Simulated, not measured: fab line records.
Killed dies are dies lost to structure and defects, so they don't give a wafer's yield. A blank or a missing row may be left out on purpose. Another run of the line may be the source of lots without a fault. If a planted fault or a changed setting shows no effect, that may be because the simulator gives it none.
Struck lot and sound lot, side by side -- flow sky130 -- 15 steps out of a route of 708
Sound: wafers L579.2, L579.3, L579.5. Wafers struck: L567.1, L567.3, L567.4. The cause is given at the end.
Each step with rows lists, per side, the tool, then ch with its chambers, then its first start. Under that, the readings that differ: sound wafers -- struck wafers -- difference of the means -- sigmas: that difference in standard deviations of wafers without a fault.
alike: readings whose means differ by less than 2 such deviations, and words and numbers that are the same on both sides. not compared: withheld readings, readings that some wafer has no value for, bounds like >300 that may hide the same value, and numbers for which the record gives no deviation and whose values overlap.
Wherever a step has rows on one side only, a row that says differs or no value, or a row with sigmas, the two part there. Numbers that have no deviation but don't overlap get no sigmas and don't part them. A reading that every wafer of one side lacks parts them only if that side has two wafers or more.

SKY_LDD_HVN_OVL_MEAS_07:
  sound: overlay-01 at day 26 17:11; struck: overlay-02 at day 22 16:34
  alike: LDD_HVN_OVL
after that, 1 step had no rows for these wafers: SKY_LDD_HVN_IMPLANT_08.
SKY_LDD_HVN_STRIP_09: strips in O2/N2.
  sound on plasma-asher-02 ch 0,1, day 26 17:22; struck on plasma-asher-04 ch 0,1, day 22 16:45
  alike: drypump-motor-current-A, oes-product-au, strip-time-to-endpoint-s
  not compared: rf-hours-counter-h
SKY_LDD_HVN_TW_MEAS_10:
  sound: film-metro-02 at day 26 17:29; struck: film-metro-04 at day 22 16:51
  alike: LDD_HVN_TW
then, 7 steps without rows for these wafers: SKY_LDD_HVP_DEHYDRATE_00 (time 60 s); SKY_LDD_HVP_HMDS_01 (prime time 60 s); SKY_LDD_HVP_COAT_02 (resist thk 300 nm); SKY_LDD_HVP_SOFTBAKE_03 (time 60 s); SKY_LDD_HVP_EXPOSE_04 (exposes mask HVPTM, target cd 700 nm); SKY_LDD_HVP_PEB_05; SKY_LDD_HVP_DEVELOP_06 (develop time 60 s).
SKY_LDD_HVP_OVL_MEAS_07:
  sound: overlay-01 at day 27 22:23; struck: overlay-01 at day 23 22:08
  alike: LDD_HVP_OVL
SKY_LDD_HVP_IMPLANT_08:
  struck on implanter-01, day 23 22:10; sound on implanter-01 ch 0, day 27 22:26
  no value came back on the struck wafers for beam-energy-keV, beam-on-s (s), tilt-deg (degrees); on the sound wafers beam-energy-keV reads 20.006 20.004 20.007
SKY_LDD_HVP_STRIP_09: strips in O2/N2.
  sound on plasma-asher-02 ch 0, day 27 22:34; struck on plasma-asher-03 ch 0,1, day 23 22:19
reading,sound,struck,difference,sigmas
drypump-motor-current-A (A),4.9 4.9 4.9,5.5 5.5 5.7,+0.7,+2
  alike: oes-product-au, strip-time-to-endpoint-s
  not compared: rf-hours-counter-h
SKY_LDD_HVP_TW_MEAS_10:
  sound: film-metro-02 at day 27 22:40; struck: film-metro-02 at day 23 22:25
reading,sound,struck,difference,sigmas
LDD_HVP_TW,456.2 457.9 456.1,30.2 30.2 30.3,-426.5,-99 or more

== WHERE THEY PART ==
Earliest at SKY_LDD_HVP_IMPLANT_08; latest, in this record, at SKY_LDD_HVP_TW_MEAS_10.

WHY: the cause the simulator had injected
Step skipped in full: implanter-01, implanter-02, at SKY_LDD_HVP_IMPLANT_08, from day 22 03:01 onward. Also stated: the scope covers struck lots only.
